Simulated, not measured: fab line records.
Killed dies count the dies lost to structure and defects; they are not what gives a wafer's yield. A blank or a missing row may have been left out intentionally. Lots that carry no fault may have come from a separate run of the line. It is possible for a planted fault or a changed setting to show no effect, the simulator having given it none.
Problem report in the 8D (eight disciplines) form, filled by code / flow sky130 / the parts of the form that need people (team, actions taken, sign-off) are left out

== 1. PROBLEM STATEMENT ==
Wafers without a fault read 0.854 a.u., standard deviation 0.0048; oes_product_au at SKY_METAL1_ETCH_18 reads a mean of 0.960 a.u. on 6 wafers belonging to 2 lots. Relative to the usual mean, that is a shift of +22 standard deviations.
The step: etches BARC in N2/H2, stops on SiO2, time 45.9 s, target depth 60 nm.
Earliest sighting: wafer L813.1 on rie_metal-02 at day 36 09:22. Wafers with a number at this step in the record: 27, from 9 lots. By rule, "out" or "out of limits" means more than 4 standard deviations away from the usual mean. The other wafers with a number count as sound.

== 2. WHAT IT IS, WHAT IT ISN'T ==
question=which readings at this step | is=oes_product_au, run_length_s | is not=drypump_motor_current_A, throttle_valve_pct
question=which lots | is=L813, L814 | is not=L802, L803, L804, L810, L822, L824, L825
question=which wafers of those lots | is=all that have a number | is not=-
question=read on which tools | is=rie_metal-02 | is not=rie_metal-01, rie_metal-03
question=when | is=from day 36 09:22 | is not=up to then (12 sound wafers); but 9 sound wafers of L822, L824, L825 came after

== 3. THE SUSPECTS, EACH WITH WHAT RULES IT OUT ==
Counting: a tool at a process step up to the reading stays a suspect if it ran every lot that is out and no sound lot after the first of them.
- cmp-01 at SKY_CONTACT_CMP_04 (polishes SiO2): ruled out as a lasting fault. After its first lot that is out, L813 (day 34 02:01), sound lots L822 ran on it.
- rie_metal-02 at SKY_METAL1_DESCUM_17 (chemistry O2, time 8 s): ruled out as a lasting fault. After its first lot that is out, L813 (day 36 09:20), sound lots L824 ran on it.
- rie_metal-02 at SKY_METAL1_ETCH_18 (etches BARC in N2/H2, stops on SiO2, time 45.9 s, target depth 60 nm): ruled out as a lasting fault. After its first lot that is out, L813 (day 36 09:22), sound lots L824 ran on it.
Left after counting: nothing in the record.

== 4. THE CAUSE (what the simulator had put in) ==
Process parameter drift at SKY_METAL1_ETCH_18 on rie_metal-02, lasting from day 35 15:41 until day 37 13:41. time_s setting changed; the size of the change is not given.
Counting ruled it out, wrongly.

== 5. THE EFFECT CHAIN, in route order ==
Each row: a reading whose mean over the struck wafers that have a number lies more than 3 standard deviations from the usual. Scope: only readings with a usual standard deviation given in the record; hours: median across lots of the time from each lot's start at the first step in this table that gives one to its start at this step; sigmas: change in usual standard deviations.
hours=0; step=SKY_METAL1_ETCH_18; reading=oes_product_au; usual=0.854 a.u.; on struck wafers=0.960; change=+0.106; sigmas=+22
hours=0; step=SKY_METAL1_ETCH_18; reading=run_length_s; usual=74.5 s; on struck wafers=68.4; change=-6.1; sigmas=-5.6
Here are the process steps it includes:
- SKY_METAL1_ETCH_18: etches BARC in N2/H2, stops on SiO2, time 45.9 s, target depth 60 nm.

== 6. WHAT WOULD HAVE CAUGHT IT SOONER ==
18 hours passed between the start of the fault at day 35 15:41 and the first reading out of limits in this record, taken at day 36 09:22.
